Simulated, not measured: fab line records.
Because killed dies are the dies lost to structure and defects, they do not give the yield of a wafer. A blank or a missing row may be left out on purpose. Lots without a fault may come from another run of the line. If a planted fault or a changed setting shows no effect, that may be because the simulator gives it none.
The tool behind it: which one? -- flow gf180mcu -- 36 wafers from 12 lots sampled at 6 of the route's 602 steps

== WHAT THE GAUGES SHOWED, per wafer ==
GF_V3_RS_MEAS_24: uses a four-point probe to measure. Usual: V3_W_RS gives 0.326 ohm/sq (standard deviation 0.0047).
lot,measured,on,V3_W_RS (ohm/sq),flag
L943,day 22 12:39,film-metro-01,0.331 0.322 0.325,
L946,day 23 17:03,film-metro-01,0.323 0.322 0.323,
L948,day 24 11:29,film-metro-02,0.334 0.335 0.338,
L954,day 26 19:08,film-metro-02,0.319 0.328 0.330,
L955,day 27 00:41,film-metro-03,0.327 0.335 0.328,
L956,day 27 05:15,film-metro-03,0.333 0.331 0.326,
L958,day 27 20:39,film-metro-02,0.333 0.323 0.330,
L957,day 28 01:10,film-metro-02,0.325 0.327 0.318,
L959,day 28 05:25,film-metro-02,0.321 0.327 0.323,
L960,day 28 06:20,film-metro-01,0.323 0.325 0.331,
L963,day 29 12:52,film-metro-02,0.327 0.331 0.326,
L965,day 29 22:11,film-metro-02,0.329 0.320 0.330,

GF_M4_CD_MEAS_14: the cd target is 280 nm. Usual: cd-nm at 280.3 nm, with a standard deviation of 1.2.
lot,measured,on,cd-nm (nm),flag
L943,day 23 11:26,cd-sem-02,279.2 279.1 277.7,
L946,day 24 16:13,cd-sem-01,280.3 280.7 280.2,
L948,day 25 08:47,cd-sem-02,278.5 278.7 280.4,
L954,day 27 16:04,cd-sem-01,280.4 281.1 280.0,
L955,day 27 22:16,cd-sem-01,282.2 281.5 281.5,
L956,day 28 01:52,cd-sem-01,279.9 281.0 280.1,
L958,day 28 16:59,cd-sem-01,282.3 281.6 280.6,
L957,day 28 21:29,cd-sem-02,281.1 282.1 281.5,
L959,day 29 01:04,cd-sem-02,281.1 280.1 279.8,
L960,day 29 02:08,cd-sem-02,279.2 279.5 279.6,
L963,day 30 07:46,cd-sem-02,279.0 279.5 280.3,
L965,day 30 16:34,cd-sem-02,280.6 280.7 280.2,

GF_V4_THK_MEAS_01. Usual: V4_CVD_00_THK gives 601 nm (standard deviation 7.4).
lot,measured,on,V4_CVD_00_THK (nm),flag
L943,day 23 12:20,film-metro-01,602 605 610,
L946,day 24 17:26,film-metro-01,1214 1171 1213,OFF
L948,day 25 09:55,film-metro-01,1215 1213 1189,OFF
L954,day 27 16:56,film-metro-03,599 614 602,
L955,day 27 23:10,film-metro-03,600 602 596,
L956,day 28 02:45,film-metro-03,597 596 592,
L958,day 28 17:50,film-metro-04,600 600 595,
L957,day 28 22:22,film-metro-03,607 602 606,
L959,day 29 01:58,film-metro-03,606 607 599,
L960,day 29 03:00,film-metro-04,610 610 614,
L963,day 30 08:40,film-metro-01,603 603 600,
L965,day 30 17:26,film-metro-01,607 608 594,

GF_V4_BOW_MEAS_05. Usual: V4_BOW gives 137 um (standard deviation 9.2).
lot,measured,on,V4_BOW (um),flag
L943,day 23 12:49,film-metro-04,128 142 139,
L946,day 24 17:56,film-metro-04,176 169 173,OFF
L948,day 25 10:52,film-metro-03,167 176 167,OFF
L954,day 27 17:26,film-metro-01,129 134 121,
L955,day 27 23:40,film-metro-01,138 137 131,
L956,day 28 03:16,film-metro-01,141 134 147,
L958,day 28 18:21,film-metro-01,131 136 144,
L957,day 28 22:52,film-metro-04,145 139 148,
L959,day 29 02:27,film-metro-03,122 120 124,
L960,day 29 03:31,film-metro-04,134 140 145,
L963,day 30 09:10,film-metro-04,131 149 140,
L965,day 30 18:03,film-metro-03,131 135 132,

== WHAT TOOL EACH LOT RAN ON (gives the tool, then ch and the chambers of the sampled wafers, and finally the start) ==
lot,GF_V3_SPUTTER_22,GF_V4_CVD_00
L943,"pvd-sputter-04, day 22 12:29","hdpcvd-02 ch 0,1, day 23 12:16"
L946,"pvd-sputter-04, day 23 16:51","hdpcvd-01 ch 1,2, day 24 17:02"
L948,"pvd-sputter-03, day 24 11:12","hdpcvd-02 ch 0,1, day 25 09:35"
L954,"pvd-sputter-04, day 26 18:58","hdpcvd-01 ch 0,1,2, day 27 16:51"
L955,"pvd-sputter-03, day 27 00:31","hdpcvd-02 ch 1,2, day 27 23:03"
L956,"pvd-sputter-03, day 27 05:06","hdpcvd-01 ch 0,1,2, day 28 02:41"
L958,"pvd-sputter-04, day 27 20:28","hdpcvd-01 ch 0,1, day 28 17:45"
L957,"pvd-sputter-04, day 28 01:01","hdpcvd-01 ch 0,1, day 28 22:17"
L959,"pvd-sputter-04, day 28 05:16","hdpcvd-01 ch 0,1, day 29 01:53"
L960,"pvd-sputter-01, day 28 06:09","hdpcvd-01 ch 0,1, day 29 02:55"
L963,"pvd-sputter-04, day 29 12:41","hdpcvd-02 ch 0,1, day 30 08:35"
L965,"pvd-sputter-04, day 29 22:00","hdpcvd-01 ch 1,2, day 30 17:20"
- GF_V3_SPUTTER_22: material TiN, target thk 10 nm, time 40 s.
- GF_V4_CVD_00: deposits SiO2, target thk 600 nm, time 100 s.

== AS READ BY THE TOOLS THEMSELVES (means over the sampled wafers that have a number; for cases with no such wafer, the mark the record gives instead) ==
GF_V3_SPUTTER_22. Usual: cathode-dc-power-W 4000.0 W, standard deviation 0.69; throttle-valve-pct 29.9 %, standard deviation 1.2.
lot,tool,cathode-dc-power-W (W),throttle-valve-pct (%),flag
L943,pvd-sputter-04,3999.7,30.1,
L946,pvd-sputter-04,4000.1,29.5,
L948,pvd-sputter-03,4000.0,31.0,
L954,pvd-sputter-04,4000.2,29.3,
L955,pvd-sputter-03,4000.1,30.7,
L956,pvd-sputter-03,3999.2,30.5,
L958,pvd-sputter-04,4000.8,29.2,
L957,pvd-sputter-04,3999.6,30.3,
L959,pvd-sputter-04,4000.1,30.1,
L960,pvd-sputter-01,4000.2,28.7,
L963,pvd-sputter-04,4000.4,30.7,
L965,pvd-sputter-04,4000.4,30.5,

== THE ANSWER, worked out from the rows above alone ==
Rule: a lot counts as off when the mean over its wafers that have a number is more than 3 standard deviations away from the usual mean. Also off: a lot with no number at a reading for which 4 or more lots have one. Where the step has rows for the other lots, those lots are counted as sound. Order of review: gauges by route order, followed by the tools' own readings, for which a lot's mean as printed above is used. The first step at which some lot is off is used, and at that step the reading that is off furthest; a lot without a number counts as furthest.
Off: L946, L948, seen at GF_V4_THK_MEAS_01 (V4_CVD_00_THK).
A tool fits if, at a process step before that reading, it ran every lot that is off, and no sound lot after the first of them. The gauges at GF_V4_THK_MEAS_01 aren't tried: what is off there is off at GF_V4_BOW_MEAS_05 too, on other tools, and a gauge's error can't cause that. None of those tried fits.

== WHAT THE SIMULATOR HAD PUT IN ==
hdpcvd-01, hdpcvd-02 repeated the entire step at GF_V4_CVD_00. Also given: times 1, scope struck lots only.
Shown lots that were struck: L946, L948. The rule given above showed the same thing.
